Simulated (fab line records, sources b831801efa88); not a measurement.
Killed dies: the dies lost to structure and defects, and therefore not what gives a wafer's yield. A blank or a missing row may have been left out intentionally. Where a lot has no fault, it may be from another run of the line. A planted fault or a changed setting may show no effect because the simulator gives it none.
2 desks looking at one fault :: flow gf180mcu :: what lay behind the numbers comes last; until then each desk has only its own

== METROLOGY DESK ==
What the gauges read, lot by lot, whatever tool the lot ran on: means of the sampled wafers that have a number. A lot is out of limits, marked OUT, if its mean lies more than 4 standard deviations from the usual mean; the brackets give that distance.
Columns: A = CONTACT_W_RS at GF_CONTACT_RS_MEAS_25, usual 0.385 ohm/sq; B = CONTACT_W_THK at GF_CONTACT_THK_MEAS_26, usual 305 nm
lot: L209
first seen here: day 16 18:53
A: 0.381
B: 310

lot: L210
first seen here: day 17 11:08
A: 0.386
B: 306

lot: L215
first seen here: day 19 05:59
A: 0.384
B: 300

lot: L216
first seen here: day 19 09:05
A: 0.381
B: 303

lot: L227
first seen here: day 22 17:52
A: 0.385
B: 309

lot: L231
first seen here: day 24 08:36
A: 0.394
B: 304
Finding of this desk: none of the 6 lots has anything out of limits.

== TOOL OWNER'S DESK, pvdSputter-03 ==
The tool's own readings at GF_M1_SPUTTER_00 (material Ti, target thk 37.5 nm, time 150 s): means of the sampled wafers that have a number, for each lot that ran on this tool. A lot is out of limits, marked OUT, if its mean lies more than 4 standard deviations from the usual mean; the brackets give that distance.
Columns: A = throttleValvePct at GF_M1_SPUTTER_00, usual 30.2 %
lot: L209
first seen here: day 16 19:22
A: 30.7

lot: L215
first seen here: day 19 06:29
A: 29.5

lot: L216
first seen here: day 19 09:34
A: 29.5

lot: L227
first seen here: day 22 18:20
A: 30.7

lot: L231
first seen here: day 24 09:02
A: 30.4
Finding of this desk: none of the 5 lots has anything out of limits.

== ALL TOGETHER ==
Metrology desk: nothing out of limits seen.
The tool owner's desk saw nothing out of limits.

== WHAT HAD BEEN PUT IN BY THE SIMULATOR ==
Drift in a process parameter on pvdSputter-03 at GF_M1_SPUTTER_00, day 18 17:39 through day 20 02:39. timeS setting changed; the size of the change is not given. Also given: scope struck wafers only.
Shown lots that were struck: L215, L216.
